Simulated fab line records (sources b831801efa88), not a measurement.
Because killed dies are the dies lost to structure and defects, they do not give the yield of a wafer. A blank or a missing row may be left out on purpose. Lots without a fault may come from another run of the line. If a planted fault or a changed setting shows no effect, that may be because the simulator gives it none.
What tool caused it? -- flow gf180mcu -- Sampling: 12 lots, 36 wafers, 3 of 602 route steps

WHAT THE GAUGES READ, wafer by wafer
GF_MIM_RS_MEAS_10: a four-point-probe measurement. Usual: MIM_ALCU_RS gives 0.1612 ohm/sq (standard deviation 0.0016).
lot,measured,on,MIM_ALCU_RS (ohm/sq),flag
L780,day 25 05:30,film metro-03,0.1614 0.1604 0.1611,
L781,day 25 09:35,film metro-03,0.1613 0.1591 0.1600,
L785,day 26 18:27,film metro-04,0.1601 0.1601 0.1589,
L786,day 27 08:36,film metro-04,0.1622 0.1612 0.1614,
L787,day 27 15:17,film metro-04,0.1599 0.1613 0.1596,
L788,day 27 19:59,film metro-01,0.1593 0.1592 0.1581,
L789,day 28 05:00,film metro-01,0.1618 0.1615 0.1605,
L790,day 28 11:14,film metro-01,0.1597 0.1595 0.1587,
L794,day 29 13:15,film metro-04,0.1609 0.1621 0.1607,
L798,day 30 17:05,film metro-04,0.1611 0.1617 0.1610,
L799,day 30 21:34,film metro-04,0.1619 0.1612 0.1626,
L800,day 31 08:40,film metro-01,0.1622 0.1615 0.1637,

GF_V5_OVL_MEAS_15. Usual: V5_OVL gives 1 nm (standard deviation 5.6).
lot,measured,on,V5_OVL (nm),flag
L780,day 27 22:21,overlay-01,1 4 12,
L781,day 28 01:19,overlay-02,-2 -12 -2,
L785,day 29 07:48,overlay-02,-2 -7 -2,
L786,day 29 20:15,overlay-01,2 -9 -3,
L787,day 30 02:56,overlay-01,1 6 4,
L788,day 30 06:48,overlay-02,6 9 9,
L789,day 30 15:17,overlay-01,6 5 5,
L790,day 30 21:49,overlay-01,-1 4 1,
L794,day 31 20:55,overlay-02,4 5 5,
L798,day 32 20:48,overlay-01,-5 -8 -1,
L799,day 33 00:56,overlay-02,-11 0 -3,
L800,day 33 11:24,overlay-02,-4 6 7,

EACH LOT AND THE TOOL THAT RAN IT (in order: tool; ch and the chambers of the sampled wafers; start)
lot,GF_MIM_SPUTTER_09
L780,"pvd sputter-02, day 25 05:26"
L781,"pvd sputter-02, day 25 09:32"
L785,"pvd sputter-04, day 26 18:24"
L786,"pvd sputter-04, day 27 08:31"
L787,"pvd sputter-02, day 27 15:14"
L788,"pvd sputter-04, day 27 19:55"
L789,"pvd sputter-02, day 28 04:58"
L790,"pvd sputter-04, day 28 11:08"
L794,"pvd sputter-02, day 29 13:13"
L798,"pvd sputter-04, day 30 17:02"
L799,"pvd sputter-02, day 30 21:31"
L800,"pvd sputter-02, day 31 08:38"
- GF_MIM_SPUTTER_09: material TiN, target thk 35 nm, time 29.2 s.

WHAT THE TOOLS THEMSELVES READ (means of the sampled wafers that have a number; where no wafer has one, the mark that the record gives instead)
GF_MIM_SPUTTER_09. Usual: throttle valve pct at 29.9 %, with a standard deviation of 0.87.
lot,tool,throttle valve pct (%),flag
L780,pvd sputter-02,29.7,
L781,pvd sputter-02,29.2,
L785,pvd sputter-04,30.3,
L786,pvd sputter-04,29.9,
L787,pvd sputter-02,28.9,
L788,pvd sputter-04,30.2,
L789,pvd sputter-02,29.6,
L790,pvd sputter-04,30.3,
L794,pvd sputter-02,29.8,
L798,pvd sputter-04,30.1,
L799,pvd sputter-02,29.9,
L800,pvd sputter-02,29.7,

THE ANSWER, worked out from the rows above alone
Rule: lot off if the mean of its wafers having a number is beyond 3 standard deviations from the usual mean. A lot without any number at a reading at which 4 lots or more have one is off too. The other lots that the step has rows for count as sound. First the gauges in route order, then the tools' own readings, where a lot's mean is used as printed above. At the first step where some lot is off, the reading lying furthest off is the one used; lots without a number count as furthest.
Across all readings shown, no lot is off: no conclusion can be drawn from this.

WHAT THE SIMULATOR HAD INSERTED
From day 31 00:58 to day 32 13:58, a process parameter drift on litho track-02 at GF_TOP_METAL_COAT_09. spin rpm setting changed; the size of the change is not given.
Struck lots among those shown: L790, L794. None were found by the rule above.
